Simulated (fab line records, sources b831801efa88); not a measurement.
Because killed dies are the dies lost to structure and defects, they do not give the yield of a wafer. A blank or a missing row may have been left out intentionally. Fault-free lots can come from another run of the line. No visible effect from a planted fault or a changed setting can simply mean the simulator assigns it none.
What tool caused it?    flow gf180mcu    Sampling: 14 lots, 42 wafers, 4 of 602 route steps

## WHAT EACH GAUGE READ, for each wafer
GF_V2_THK_MEAS_25: measures by xrf.
lot   measured      on            V2_W_THK (nm)
L961  day 21 04:21  filmMetro-03  351 343 350
L963  day 21 22:40  filmMetro-03  354 345 344
L962  day 22 00:43  filmMetro-03  340 351 341
L965  day 22 21:47  filmMetro-01  350 356 358
L966  day 23 08:22  filmMetro-04  348 342 349
L968  day 23 15:55  filmMetro-03  354 348 352
L967  day 23 19:24  filmMetro-04  344 350 352
L970  day 24 11:16  filmMetro-04  351 340 339
L971  day 24 13:52  filmMetro-04  349 348 348
L972  day 24 22:43  filmMetro-03  355 341 353
L973  day 25 04:25  filmMetro-03  353 356 347
L974  day 25 11:04  filmMetro-03  351 340 353
L977  day 26 11:12  filmMetro-04  329 346 330
L982  day 28 00:41  filmMetro-04  345 340 344

GF_M3_OVL_MEAS_15.
lot   measured      on          M3_OVL (nm)
L961  day 22 04:11  overlay-02  15 11 13
L963  day 22 22:32  overlay-01  0 9 11
L962  day 23 00:14  overlay-01  -3 -2 0
L965  day 23 20:32  overlay-02  -6 -4 3
L966  day 24 07:14  overlay-02  6 -5 -1
L968  day 24 14:08  overlay-01  8 2 1
L967  day 24 17:37  overlay-02  4 -6 5
L970  day 25 09:41  overlay-02  8 2 5
L971  day 25 12:47  overlay-01  0 -1 1
L972  day 25 21:26  overlay-01  3 2 0
L973  day 26 02:26  overlay-02  1 -3 2
L974  day 26 09:05  overlay-02  6 0 8
L977  day 27 08:45  overlay-02  -1 4 10
L982  day 28 20:35  overlay-01  -1 -5 -1

## TOOL THAT RAN EACH LOT (tool first, then ch and the chambers of the sampled wafers, then the start)
lot   GF_V2_ETCH_17                                 GF_M3_SOFTBAKE_10
L961  rieDiel-02 ch 0,2, day 21 04:21 or earlier    lithoTrack-04 ch 0, day 21 16:23
L963  rieDiel-03 ch 0,1,2, day 21 22:40 or earlier  lithoTrack-04 ch 0, day 22 10:37
L962  rieDiel-03 ch 2,3, day 22 00:43 or earlier    lithoTrack-03 ch 0, day 22 12:19
L965  rieDiel-03 ch 1,2, day 22 21:47 or earlier    lithoTrack-04 ch 0, day 23 09:17
L966  rieDiel-04 ch 0,1,2, day 23 08:22 or earlier  lithoTrack-04 ch 0, day 23 19:55
L968  rieDiel-04 ch 0,2,3, day 23 15:55 or earlier  lithoTrack-04 ch 0, day 24 03:52
L967  rieDiel-02 ch 0,1, day 23 19:24 or earlier    lithoTrack-04 ch 0, day 24 06:38
L970  rieDiel-02 ch 1,3, day 24 11:16 or earlier    lithoTrack-04 ch 0, day 24 22:46
L971  rieDiel-04 ch 0,1,2, day 24 13:52 or earlier  lithoTrack-03 ch 0, day 25 01:46
L972  rieDiel-04 ch 0,2,3, day 24 22:43 or earlier  lithoTrack-03 ch 0, day 25 09:40
L973  rieDiel-04 ch 0,1,2, day 25 04:25 or earlier  lithoTrack-04 ch 0, day 25 15:43
L974  rieDiel-03 ch 0,2,3, day 25 11:04 or earlier  lithoTrack-03 ch 0, day 25 22:43
L977  rieDiel-02 ch 0,1,3, day 26 11:12 or earlier  lithoTrack-02 ch 0, day 26 21:46
L982  rieDiel-03 ch 0,1,3, day 28 00:41 or earlier  lithoTrack-04 ch 0, day 28 10:19
- GF_V2_ETCH_17: etches SiO2 in C4F8/O2/Ar, stops on TiN, target depth 630 nm.
- GF_M3_SOFTBAKE_10: time 60 s.

## WHAT THE TOOLS THEMSELVES READ (means of the sampled wafers that have a number; where no wafer has one, the mark that the record gives instead)
GF_V2_ETCH_17.
lot   tool        oesProductAu (a.u.)
L961  rieDiel-02  0.854
L963  rieDiel-03  0.856
L962  rieDiel-03  0.851
L965  rieDiel-03  0.851
L966  rieDiel-04  0.856
L968  rieDiel-04  0.860
L967  rieDiel-02  0.857
L970  rieDiel-02  0.847
L971  rieDiel-04  0.854
L972  rieDiel-04  0.852
L973  rieDiel-04  0.852
L974  rieDiel-03  0.855
L977  rieDiel-02  0.853
L982  rieDiel-03  0.855

GF_M3_SOFTBAKE_10.
lot   tool           runLengthS (s)
L961  lithoTrack-04  88.90
L963  lithoTrack-04  89.06
L962  lithoTrack-03  88.63
L965  lithoTrack-04  88.98
L966  lithoTrack-04  89.17
L968  lithoTrack-04  89.05
L967  lithoTrack-04  89.07
L970  lithoTrack-04  94.35
L971  lithoTrack-03  88.68
L972  lithoTrack-03  88.72
L973  lithoTrack-04  94.33
L974  lithoTrack-03  88.66
L977  lithoTrack-02  89.24
L982  lithoTrack-04  89.07

## THE ANSWER, worked out from the rows above alone
Rule: usual is defined by the lots themselves. Put in order of their means at a reading, lots are off if they are a third of the lots or fewer, leave a main group of 4 or more, and stand apart from it by a gap of 3 or more times the standard deviation of the main group's means; of several such gaps the widest counts. A main group whose means are all the same, to the digits that the tables above print for the reading, isn't used. A lot without any number at a reading at which 4 lots or more have one is off too. Any other lot the step has rows for is counted as sound. Order of review: gauges by route order, followed by the tools' own readings, for which a lot's mean as printed above is used. The first step at which some lot is off is used, and at that step the reading that is off furthest; a lot without a number counts as furthest.
Off, at GF_M3_SOFTBAKE_10 on runLengthS: L970, L973. For the main group the mean is 88.94 s and the standard deviation 0.2.
A tool fits if, at that step or a process step before it, it ran every lot that is off, and no sound lot after the first of them. Because GF_V2_ETCH_17 lacks a start for some lots, the hours and order of its lots are taken from GF_V2_THK_MEAS_25. Of those tried, none fits.

## WHAT THE SIMULATOR HAD PUT IN
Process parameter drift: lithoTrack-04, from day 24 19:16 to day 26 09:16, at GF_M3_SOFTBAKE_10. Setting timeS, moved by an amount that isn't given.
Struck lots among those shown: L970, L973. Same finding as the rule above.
